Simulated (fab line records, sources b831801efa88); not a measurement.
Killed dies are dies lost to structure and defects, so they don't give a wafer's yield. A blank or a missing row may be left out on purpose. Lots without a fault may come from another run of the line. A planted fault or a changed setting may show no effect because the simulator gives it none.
One fault seen from 2 desks | flow gf180mcu | each desk has only its own numbers; what lay behind them comes last

THE TOOL OWNER'S DESK: pecvd-02
The tool's own readings at GF_PASSIVATION_CVD_00 (deposits SiO2 from TEOS, target thk 1000 nm, time 111.95 s): means of the sampled wafers that have a number, for each lot that ran on this tool. A lot is out of limits, marked OUT, if its mean lies more than 4 standard deviations from the usual mean; the brackets give that distance.
Columns: A = heater_power_w at GF_PASSIVATION_CVD_00, usual 611 W
lot  | first seen here | A
L679 | day 27 18:43    | 683
L683 | day 29 02:13    | 669
L691 | day 31 22:51    | 675
L693 | day 32 02:18    | 679
L692 | day 32 05:41    | 658
L694 | day 32 17:18    | 660
This desk's finding: nothing out of limits on any of the 6 lots.

THE METROLOGY DESK
What the gauges read, lot by lot, whatever tool the lot ran on: means of the sampled wafers that have a number. A lot is out of limits, marked OUT, if its mean lies more than 4 standard deviations from the usual mean; the brackets give that distance.
Columns: A = V5_CVD_00_THK at GF_V5_THK_MEAS_01, usual 308 nm
lot  | first seen here | A
L679 | day 25 22:59    | 305
L682 | day 27 03:35    | 308
L683 | day 27 08:19    | 310
L687 | day 29 00:28    | 308
L691 | day 30 08:52    | 313
L693 | day 30 12:13    | 305
L692 | day 30 15:29    | 307
L694 | day 31 03:10    | 312
L696 | day 31 15:17    | 306
L697 | day 31 15:35    | 309
L698 | day 31 21:19    | 307
L699 | day 32 01:28    | 308
L700 | day 32 06:57    | 311
This desk's finding: nothing out of limits on any of the 13 lots.

PUT TOGETHER
The tool owner's desk saw nothing out of limits.
The metrology desk saw nothing out of limits.

WHAT THE SIMULATOR HAD PUT IN
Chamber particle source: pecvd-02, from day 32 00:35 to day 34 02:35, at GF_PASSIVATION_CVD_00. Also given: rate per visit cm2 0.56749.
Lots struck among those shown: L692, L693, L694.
